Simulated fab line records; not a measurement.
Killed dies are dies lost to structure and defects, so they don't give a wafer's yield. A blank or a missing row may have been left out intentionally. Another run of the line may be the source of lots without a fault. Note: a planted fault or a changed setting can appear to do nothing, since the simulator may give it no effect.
Problem report, 8D (eight disciplines) form, completed by code :: flow sky130 :: the parts of the form that need people (team, actions taken, sign-off) are left out

## 1. WHAT WENT WRONG
rotation-deg at SKY_LDD_N_IMPLANT_13 reads a mean of 289.623 degrees on 6 wafers of 2 lots; wafers without a fault read 90.001 degrees with a standard deviation of 0.028. That is +99 or more standard deviations from the usual mean.
First observed at day 24 18:14: wafer L709.1, on implanter-03. The record holds 18 wafers of 6 lots with a number at this step. The rule behind "out" and "out of limits": a value lying over 4 standard deviations away from the usual mean. Any other wafer with a number is counted as sound.

## 2. WHAT IT IS AND WHAT IT IS NOT
question: which readings at this step
is: rotation-deg
is not: beam-energy-keV, faraday-current-uA

question: which lots
is: L709, L712
is not: L694, L695, L700, L713

question: which wafers of those lots
is: all that have a number
is not: -

question: read on which tools
is: implanter-03
is not: implanter-01, implanter-02

question: when
is: from day 24 18:14
is not: up to then (9 sound wafers); but 3 sound wafers of L713 came after

## 3. SUSPECTS, AND WHAT RULES EACH OUT
Counting: any tool at a process step up to the reading is kept as a suspect provided that every lot that is out went through it and no sound lot did after the first of them.
- implanter-03 at SKY_LDD_N_IMPLANT_13: kept. All lots that are out passed through it, beginning with L709 at day 24 18:14, and no sound lot followed; its final sound lot before that point was L694 at day 19 20:56. Its own rotation-deg readings are out on those wafers.
After counting, what remains is implanter-03 at SKY_LDD_N_IMPLANT_13.

## 4. THE CAUSE (what the simulator had put in)
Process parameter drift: implanter-03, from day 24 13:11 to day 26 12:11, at SKY_LDD_N_IMPLANT_13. A move of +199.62 in setting rotation-deg, from 90. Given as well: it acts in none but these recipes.
This tool alone remained once counting was done.

## 5. THE CHAIN OF EFFECTS, in route order
One row per reading whose mean, taken over the struck wafers that have a number, lies over 3 standard deviations from the usual. Only readings for which the record gives a usual standard deviation are gone through. hours: the time from each lot's start at the first step in this table that gives one to its start at this step, as a median over the lots. sigmas: the change in usual standard deviations.
hours: 0
step: SKY_LDD_N_IMPLANT_13
reading: rotation-deg
usual: 90.001 degrees
on struck wafers: 289.623
change: +199.622
sigmas: +99 or more
Its process steps:
- SKY_LDD_N_IMPLANT_13

## 6. WHAT WOULD HAVE CAUGHT IT SOONER
The fault began at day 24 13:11; the first out-of-limits reading in this record came at day 24 18:14, 5 hours later.
